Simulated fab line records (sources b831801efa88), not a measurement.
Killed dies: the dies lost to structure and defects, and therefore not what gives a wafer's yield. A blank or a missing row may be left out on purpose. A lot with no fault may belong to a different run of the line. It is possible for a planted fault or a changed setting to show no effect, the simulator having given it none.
A struck lot beside a sound one || flow sfq-line || 15 out of 325 route steps
Sound: the wafers L319.1, L319.2, L319.3. Struck: wafer L339.3 (left out: L339.1, L339.6 of the same lot, which were not struck); the cause appears at the end.
For every step that has rows: the tool of each side, followed by ch and its chambers, followed by its first start. Under that, the readings that differ: sound wafers || struck wafers || difference of the means || sigmas: that difference in standard deviations of wafers without a fault.
alike: readings whose means differ by less than 2 such deviations, and words and numbers that are the same on both sides. not compared: withheld readings, readings that some wafer has no value for, bounds like >300 that may hide the same value, and numbers for which the record gives no deviation and whose values overlap.
A row with sigmas, a row that says differs or no value, or rows on one side alone: a step with any of these is where the two part. Non-overlapping numbers with no deviation appear without sigmas and do not part them. A reading that every wafer of one side lacks parts them only if that side has two wafers or more.

SFQ_TRILAYER_L0_BARC_OPEN_METAL_ETCH_010: etches BARC in O2, target depth 125 nm, time 41.7 s.
  sound on rie-metal-02 ch 0,1, day 4 17:33; struck on rie-metal-01 ch 0, day 9 04:35
  alike: bias-w, drypump-motor-current-A, oes-product-au, run-length-s
  not compared: rf-hours-counter-h
SFQ_TRILAYER_L0_ETCH_METAL_ETCH_008: etches MoNx KI in SF6/O2, stops on SiO2, target depth 50 nm, time 25 s.
  sound on rie-metal-02 ch 0,1, day 4 17:37; struck on rie-metal-01 ch 0, day 9 04:39
{"reading": "oes-product-au (a.u.)", "sound": "0.856 0.864 0.864", "struck": 0.883, "difference": "+0.022", "sigmas": "+3"}
  alike: bias-w, drypump-motor-current-A, run-length-s
  not compared: rf-hours-counter-h
SFQ_TRILAYER_L0_STRIP_STRIP_009: strips in O2.
  sound on rie-metal-02 ch 0,1, day 4 17:39; struck on rie-metal-01 ch 0, day 9 04:42
  alike: drypump-motor-current-A, oes-product-au
  not compared: rf-hours-counter-h
then, 1 step without rows for these wafers: SFQ_TRILAYER_L0_STRIP_SOLV_CLEAN_010 (cleans in NMP, time 600 s).
SFQ_TRILAYER_L0_CAP_PECVD_011: deposits SiO2 from SiH4/N2O, time 13.333 s, target thk 60 nm.
  sound on pecvd-03 ch 0,1,2, day 4 18:36; struck on pecvd-02 ch 0, day 9 05:28
  alike: heater-power-w, throttle-valve-pct
then, 6 steps without rows for these wafers: SFQ_TRILAYER_L0_VIA_LITHO_COAT_018 (resist thk 62 nm); SFQ_TRILAYER_L0_VIA_LITHO_COAT_013 (resist thk 650 nm); SFQ_TRILAYER_L0_VIA_LITHO_SOFTBAKE_017; SFQ_TRILAYER_L0_VIA_LITHO_EXPOSE_014 (exposes mask L0V, target cd 700 nm); SFQ_TRILAYER_L0_VIA_LITHO_PEB_016 (peb time 60 s); SFQ_TRILAYER_L0_VIA_LITHO_DEVELOP_015 (time 60 s).
-- the record jumps here: 5 days lie between the struck wafers' starts before and after --
SFQ_L0V_OVL_MEAS_903:
  sound: overlay-02 at day 7 09:55; struck: overlay-01 at day 13 19:59
  alike: L0V_OVL
SFQ_TRILAYER_L0_VIA_BARC_OPEN_VIA_ETCH_021: etches BARC in O2, target depth 125 nm, time 41.7 s.
  sound on rie-diel-01 ch 1,2,3, day 7 09:58; struck on rie-diel-03 ch 3, day 13 20:01
{"reading": "oes-product-au (a.u.)", "sound": "0.678 0.684 0.678", "struck": 0.800, "difference": "+0.120", "sigmas": "+26"}
{"reading": "rf-hours-counter-h (h)", "sound": "16 2 21", "struck": 33, "difference": "+20", "sigmas": ""}
{"reading": "run-length-s (s)", "sound": "70.2 70.0 69.8", "struck": 61.9, "difference": -8.1, "sigmas": -17}
{"reading": "model.KrF_of_TRILAYER_L0_VIA_LITHO_COAT_013.thk-nm (nm)", "sound": "574.8 574.3 573.6", "struck": 584.3, "difference": "+10.1", "sigmas": ""}
  alike: drypump-motor-current-A
  not compared: bias-w
SFQ_TRILAYER_L0_VIA_ETCH_VIA_ETCH_016: etches SiO2 in CHF3, stops on MoNx KI, target depth 80 nm.
  sound on rie-diel-01 ch 1,2,3, day 7 09:59; struck on rie-diel-03 ch 3, day 13 20:04
{"reading": "model.KrF_of_TRILAYER_L0_VIA_LITHO_COAT_013.thk-nm (nm)", "sound": "561.4 560.6 559.9", "struck": 570.5, "difference": "+9.9", "sigmas": ""}
  alike: bias-w, drypump-motor-current-A, oes-product-au
SFQ_TRILAYER_L0_VIA_STRIP_STRIP_017: strips in O2.
  sound on rie-metal-02 ch 0,1, day 7 10:02; struck on rie-metal-01 ch 1, day 13 20:07
  alike: drypump-motor-current-A, oes-product-au
  not compared: rf-hours-counter-h

== WHERE THEY PART ==
First at SFQ_TRILAYER_L0_ETCH_METAL_ETCH_008; last, within this record, at SFQ_TRILAYER_L0_VIA_BARC_OPEN_VIA_ETCH_021. Later steps at which nothing parts them and some readings are alike: SFQ_TRILAYER_L0_VIA_ETCH_VIA_ETCH_016, SFQ_TRILAYER_L0_VIA_STRIP_STRIP_017.

WHY: the cause the simulator had injected
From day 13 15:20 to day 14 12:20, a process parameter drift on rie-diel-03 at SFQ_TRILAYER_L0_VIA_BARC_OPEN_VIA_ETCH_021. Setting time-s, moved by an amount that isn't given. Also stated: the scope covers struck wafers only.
